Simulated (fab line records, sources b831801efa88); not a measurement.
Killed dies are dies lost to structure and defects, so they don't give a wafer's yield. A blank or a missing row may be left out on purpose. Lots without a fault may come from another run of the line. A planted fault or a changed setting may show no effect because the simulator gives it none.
A struck lot beside a sound one | flow sky130 | 33 steps out of a route of 708
Sound: wafers L227.1, L227.5, L227.6. Struck: wafers L238.2, L238.4, L238.5. The cause comes at the end.
At each step with rows: each side's tool, then ch and its chambers, then its first start. Under that, the readings that differ: sound wafers | struck wafers | difference of the means | sigmas: that difference in standard deviations of wafers without a fault.
alike: readings whose means differ by less than 2 such deviations, and words and numbers that are the same on both sides. not compared: withheld readings, readings that some wafer has no value for, bounds like >300 that may hide the same value, and numbers for which the record gives no deviation and whose values overlap.
The two part at a step that has a row with sigmas, a row that says differs or no value, or rows on one side only. Numbers that don't overlap but have no deviation are shown without sigmas and don't part them. A reading that every wafer of one side lacks parts them only if that side has two wafers or more.

first, 6 steps without rows for these wafers: SKY_LDD_N_IMPLANT_10; SKY_LDD_N_IMPLANT_11; SKY_LDD_N_IMPLANT_12; SKY_LDD_N_IMPLANT_13; SKY_LDD_N_IMPLANT_14; SKY_LDD_N_IMPLANT_15.
SKY_LDD_N_STRIP_16: strips in O2/N2.
  sound on plasma_asher-04 ch 0,1, day 19 04:31; struck on plasma_asher-04 ch 0,1, day 23 18:38
  alike: drypump_motor_current_A, n2_flow_sccm, oes_product_au, strip_time_to_endpoint_s
  not compared: rf_hours_counter_h
SKY_LDD_N_TW_MEAS_17:
  sound on film_metro-02, day 19 04:37; struck on film_metro-02, day 23 18:45
  alike: LDD_N_TW
then, 4 steps without rows for these wafers: SKY_LDD_P_DEHYDRATE_00 (time 60 s); SKY_LDD_P_HMDS_01 (prime time 60 s); SKY_LDD_P_COAT_02 (resist thk 1140 nm); SKY_LDD_P_SOFTBAKE_03 (time 60 s).
SKY_LDD_P_EXPOSE_04: exposes mask PSDM, target cd 380 nm.
  sound on iline_stepper-01 ch 0, day 19 20:32; struck on iline_stepper-02 ch 0, day 24 09:44
  reading | sound                | struck                  | difference | sigmas
  mask    | PSDM#0 PSDM#0 PSDM#0 | HVNTM#0 HVNTM#0 HVNTM#0 | differs    |
then, 2 steps without rows for these wafers: SKY_LDD_P_PEB_05; SKY_LDD_P_DEVELOP_06 (develop time 60 s).
SKY_LDD_P_CD_MEAS_07: target cd 380 nm.
  sound on cd_sem-01, day 20 10:47; struck on cd_sem-02, day 25 00:40
  reading    | sound             | struck | difference                    | sigmas
  cd_nm (nm) | 377.8 379.9 379.3 | - - -  | no value on the struck wafers |
SKY_LDD_P_OVL_MEAS_08:
  sound on overlay-02, day 20 10:54; struck on overlay-01, day 25 00:47
  reading        | sound        | struck | difference                    | sigmas
  LDD_P_OVL (nm) | 0.9 -1.5 1.5 | - - -  | no value on the struck wafers |
then, 1 step without rows for these wafers: SKY_LDD_P_IMPLANT_09.
SKY_LDD_P_STRIP_10: strips in O2/N2.
  sound on plasma_asher-02 ch 0,1, day 20 11:05; struck on plasma_asher-04 ch 1, day 25 00:58
  alike: drypump_motor_current_A, n2_flow_sccm, oes_product_au, strip_time_to_endpoint_s
  not compared: rf_hours_counter_h
SKY_LDD_P_TW_MEAS_11:
  sound on film_metro-04, day 20 11:11; struck on film_metro-04, day 25 01:04
  reading  | sound       | struck   | difference | sigmas
  LDD_P_TW | 635 636 633 | 30 30 30 | -605       | -78
then, 7 steps without rows for these wafers: SKY_LDD_HVN_DEHYDRATE_00 (time 60 s); SKY_LDD_HVN_HMDS_01 (prime time 60 s); SKY_LDD_HVN_COAT_02 (resist thk 300 nm); SKY_LDD_HVN_SOFTBAKE_03 (time 60 s); SKY_LDD_HVN_EXPOSE_04 (exposes mask HVNTM, target cd 700 nm); SKY_LDD_HVN_PEB_05; SKY_LDD_HVN_DEVELOP_06 (develop time 60 s).
SKY_LDD_HVN_OVL_MEAS_07:
  sound on overlay-02, day 21 17:33; struck on overlay-01, day 26 06:38
  alike: LDD_HVN_OVL
then, 1 step without rows for these wafers: SKY_LDD_HVN_IMPLANT_08.
SKY_LDD_HVN_STRIP_09: strips in O2/N2.
  sound on plasma_asher-01 ch 0,1, day 21 17:44; struck on plasma_asher-01 ch 0,1, day 26 06:49
  reading             | sound             | struck            | difference | sigmas
  n2_flow_sccm (sccm) | 302.4 300.5 302.2 | 299.2 299.5 298.8 | -2.5       | -3
  alike: drypump_motor_current_A, oes_product_au, strip_time_to_endpoint_s
  not compared: rf_hours_counter_h
SKY_LDD_HVN_TW_MEAS_10:
  sound on film_metro-04, day 21 17:50; struck on film_metro-01, day 26 06:56
  reading    | sound          | struck         | difference | sigmas
  LDD_HVN_TW | 1433 1436 1432 | 1495 1503 1504 | +67        | +5
then, 1 step without rows for these wafers: SKY_LDD_HVP_DEHYDRATE_00 (time 60 s).
-- the record jumps here: 23 days lie between the struck wafers' starts before and after (it left off in module LDD_HVP and takes up again in module PAD_OPEN, whose first step shown is number 708 of the route) --
SKY_PAD_OPEN_PROBE_99:
  the record has rows for the struck wafers here (prober-02, day 49 16:10) and none for the sound ones

WHERE THEY PART
First at SKY_LDD_P_EXPOSE_04; last, within this record, at SKY_PAD_OPEN_PROBE_99.

WHY: what the simulator had put in
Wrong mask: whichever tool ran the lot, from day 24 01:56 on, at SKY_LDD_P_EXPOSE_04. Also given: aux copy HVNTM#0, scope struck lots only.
